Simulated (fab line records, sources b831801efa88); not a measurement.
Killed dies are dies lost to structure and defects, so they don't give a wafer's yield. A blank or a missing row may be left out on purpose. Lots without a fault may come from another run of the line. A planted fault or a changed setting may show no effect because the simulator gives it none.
Which tool did it? | flow gf180mcu | 14 lots, 38 wafers sampled, at 5 steps of a route of 602

WHAT THE GAUGES READ, wafer by wafer
GF_PASSIVATION_THK_MEAS_01.
lot  | measured     | on            | PASSIVATION_CVD_00_THK (nm)
L145 | day 28 16:34 | film_metro-03 | 989 1006 1013
L146 | day 29 00:38 | film_metro-02 | 985 1004 1000
L147 | day 29 07:16 | film_metro-02 | 986 985 989
L149 | day 29 23:43 | film_metro-04 | 988 1011 998
L151 | day 30 08:58 | film_metro-04 | 981 1000 1014
L152 | day 30 17:58 | film_metro-04 | 984 1013 1014
L153 | day 30 21:35 | film_metro-03 | 981 1000 1002
L155 | day 31 09:38 | film_metro-02 | 990 1011 1010
L156 | day 31 18:23 | film_metro-03 | 999 999 1018
L157 | day 31 21:16 | film_metro-03 | 989 984 1013
L158 | day 32 12:26 | film_metro-03 | 989 1011 1003
L161 | day 33 01:18 | film_metro-02 | 990 876
L165 | day 33 21:27 | film_metro-03 | 990
L167 | day 34 09:07 | film_metro-04 | 992 859

GF_PASSIVATION_BOW_MEAS_14.
lot  | measured     | on            | PASSIVATION_BOW (um)
L145 | day 29 13:44 | film_metro-03 | 140 129 126
L146 | day 29 21:52 | film_metro-03 | 122 117 114
L147 | day 30 05:03 | film_metro-04 | 131 130 152
L149 | day 30 20:20 | film_metro-03 | 139 146 138
L151 | day 31 05:04 | film_metro-04 | 140 142 136
L152 | day 31 13:27 | film_metro-04 | 148 147 143
L153 | day 31 17:03 | film_metro-03 | 129 135 139
L155 | day 32 05:03 | film_metro-04 | 132 130 134
L156 | day 32 12:45 | film_metro-02 | 126 136 135
L157 | day 32 15:52 | film_metro-03 | 124 122 132
L158 | day 33 06:39 | film_metro-03 | 115 134 136
L161 | day 33 18:55 | film_metro-02 | 162 142
L165 | day 34 14:43 | film_metro-02 | 138
L167 | day 35 01:59 | film_metro-02 | 127 129

WHICH TOOL RAN EACH LOT (tool, then ch and the chambers of the sampled wafers, then the start)
lot  | GF_TOP_METAL_SPUTTER_00      | GF_TOP_METAL_SPUTTER_03      | GF_PASSIVATION_CVD_00
L145 | pvd_sputter-03, day 27 20:17 | pvd_sputter-03, day 27 20:28 | pecvd-02 ch 1,2, day 28 16:28
L146 | pvd_sputter-01, day 28 04:50 | pvd_sputter-01, day 28 05:01 | pecvd-04 ch 0,2, day 29 00:34
L147 | pvd_sputter-01, day 28 11:02 | pvd_sputter-01, day 28 11:12 | pecvd-04 ch 0,1,2, day 29 07:12
L149 | pvd_sputter-02, day 29 04:20 | pvd_sputter-02, day 29 04:30 | pecvd-04 ch 0,1,2, day 29 23:37
L151 | pvd_sputter-02, day 29 13:51 | pvd_sputter-02, day 29 14:01 | pecvd-02 ch 1,2, day 30 08:53
L152 | pvd_sputter-03, day 29 22:34 | pvd_sputter-03, day 29 22:44 | pecvd-02 ch 0,1,2, day 30 17:54
L153 | pvd_sputter-01, day 30 02:07 | pvd_sputter-01, day 30 02:17 | pecvd-04 ch 0,2, day 30 21:31
L155 | pvd_sputter-03, day 30 14:07 | pvd_sputter-03, day 30 14:17 | pecvd-04 ch 0,1,2, day 31 09:34
L156 | pvd_sputter-01, day 30 23:35 | pvd_sputter-01, day 30 23:46 | pecvd-01 ch 1,2, day 31 18:19
L157 | pvd_sputter-01, day 31 03:26 | pvd_sputter-01, day 31 03:37 | pecvd-01 ch 1,2, day 31 21:11
L158 | pvd_sputter-02, day 31 18:44 | pvd_sputter-02, day 31 18:54 | pecvd-01 ch 1,2, day 32 12:22
L161 | pvd_sputter-03, day 32 08:35 | pvd_sputter-03, day 32 08:46 | pecvd-01 ch 1, day 33 01:13
L165 | pvd_sputter-01, day 33 04:14 | pvd_sputter-01, day 33 04:24 | pecvd-01 ch 1, day 33 21:22
L167 | pvd_sputter-02, day 33 16:53 | pvd_sputter-02, day 33 17:04 | pecvd-01 ch 0,2, day 34 09:02
- GF_TOP_METAL_SPUTTER_00: material Ti, target thk 37.5 nm, time 150 s.
- GF_TOP_METAL_SPUTTER_03: material Ti, target thk 5 nm, time 3.3 s.
- GF_PASSIVATION_CVD_00: deposits SiO2 from TEOS, target thk 1000 nm, time 111.95 s.

WHAT THE TOOLS THEMSELVES READ (means of the sampled wafers that have a number; where no wafer has one, the mark that the record gives instead)
GF_TOP_METAL_SPUTTER_00.
lot  | tool           | cathode_dc_power_W (W) | substrate_temp_c (C) | throttle_valve_pct (%)
L145 | pvd_sputter-03 | 4000.5                 | 199.97               | 30.5
L146 | pvd_sputter-01 | 4000.4                 | 200.16               | 30.9
L147 | pvd_sputter-01 | 4000.2                 | 200.25               | 29.9
L149 | pvd_sputter-02 | 3999.6                 | 199.95               | 29.4
L151 | pvd_sputter-02 | 3999.8                 | 200.11               | 30.6
L152 | pvd_sputter-03 | 4000.5                 | 199.83               | 30.2
L153 | pvd_sputter-01 | 4000.3                 | 199.90               | 31.1
L155 | pvd_sputter-03 | 3999.7                 | 200.03               | 30.2
L156 | pvd_sputter-01 | 4000.1                 | 200.04               | 29.9
L157 | pvd_sputter-01 | 3999.6                 | 199.97               | 29.0
L158 | pvd_sputter-02 | 3999.8                 | 199.92               | 29.9
L161 | pvd_sputter-03 | 3999.9                 | 200.07               | 30.0
L165 | pvd_sputter-01 | 4000.3                 | 199.97               | 30.7
L167 | pvd_sputter-02 | 3999.3                 | 200.11               | 30.1

GF_TOP_METAL_SPUTTER_03.
lot  | tool           | cathode_dc_power_W (W) | substrate_temp_c (C) | throttle_valve_pct (%)
L145 | pvd_sputter-03 | 3000.1                 | 300.03               | 30.4
L146 | pvd_sputter-01 | 3000.0                 | 300.01               | 30.9
L147 | pvd_sputter-01 | 2999.5                 | 300.13               | 29.9
L149 | pvd_sputter-02 | 2999.5                 | 300.24               | 29.5
L151 | pvd_sputter-02 | 2999.7                 | 300.02               | 30.7
L152 | pvd_sputter-03 | 3000.1                 | 300.18               | 30.1
L153 | pvd_sputter-01 | 2999.8                 | 299.95               | 31.2
L155 | pvd_sputter-03 | 2999.8                 | 300.03               | 30.0
L156 | pvd_sputter-01 | 2999.8                 | 300.17               | 29.9
L157 | pvd_sputter-01 | 3000.4                 | 299.96               | 28.9
L158 | pvd_sputter-02 | 3000.1                 | 300.11               | 29.8
L161 | pvd_sputter-03 | 2998.9                 | 300.07               | 30.0
L165 | pvd_sputter-01 | 2999.7                 | 299.82               | 30.8
L167 | pvd_sputter-02 | 2999.7                 | 299.88               | 30.4

GF_PASSIVATION_CVD_00.
lot  | tool     | heater_power_w (W) | run_length_s (s)
L145 | pecvd-02 | 763                | 139.5
L146 | pecvd-04 | 570                | 139.1
L147 | pecvd-04 | 602                | 139.2
L149 | pecvd-04 | 559                | 139.2
L151 | pecvd-02 | 877                | 140.3
L152 | pecvd-02 | 723                | 140.6
L153 | pecvd-04 | 514                | 138.9
L155 | pecvd-04 | 570                | 139.2
L156 | pecvd-01 | 626                | 139.2
L157 | pecvd-01 | 567                | 139.1
L158 | pecvd-01 | 595                | 139.4
L161 | pecvd-01 | 648                | 131.1
L165 | pecvd-01 | 597                | 138.8
L167 | pecvd-01 | 608                | 131.8

THE ANSWER, worked out from the rows above alone
Rule: what is usual is taken from the lots themselves. Put in order of their means at a reading, lots are off if they are a third of the lots or fewer, leave a main group of 4 or more, and stand apart from it by a gap of 3 or more times the standard deviation of the main group's means; of several such gaps the widest counts. A main group whose means are all the same, to the digits that the tables above print for the reading, isn't used. A lot without any number at a reading at which 4 lots or more have one is off too. The other lots that the step has rows for count as sound. The gauges are gone through in route order, then the tools' own readings, and for those a lot's mean is taken as printed above. The first step at which some lot is off is used, and at that step the reading that is off furthest; a lot without a number counts as furthest.
Off: L161, L167, at GF_PASSIVATION_THK_MEAS_01 (PASSIVATION_CVD_00_THK). The main group: mean 998 nm, standard deviation 5.5.
A tool fits if, at a process step before that reading, it ran every lot that is off, and no sound lot after the first of them. The gauges at GF_PASSIVATION_THK_MEAS_01 aren't tried: what is off there is off at GF_PASSIVATION_CVD_00 too, on other tools, and a gauge's error can't cause that. None of those tried fits.

WHAT THE SIMULATOR HAD PUT IN
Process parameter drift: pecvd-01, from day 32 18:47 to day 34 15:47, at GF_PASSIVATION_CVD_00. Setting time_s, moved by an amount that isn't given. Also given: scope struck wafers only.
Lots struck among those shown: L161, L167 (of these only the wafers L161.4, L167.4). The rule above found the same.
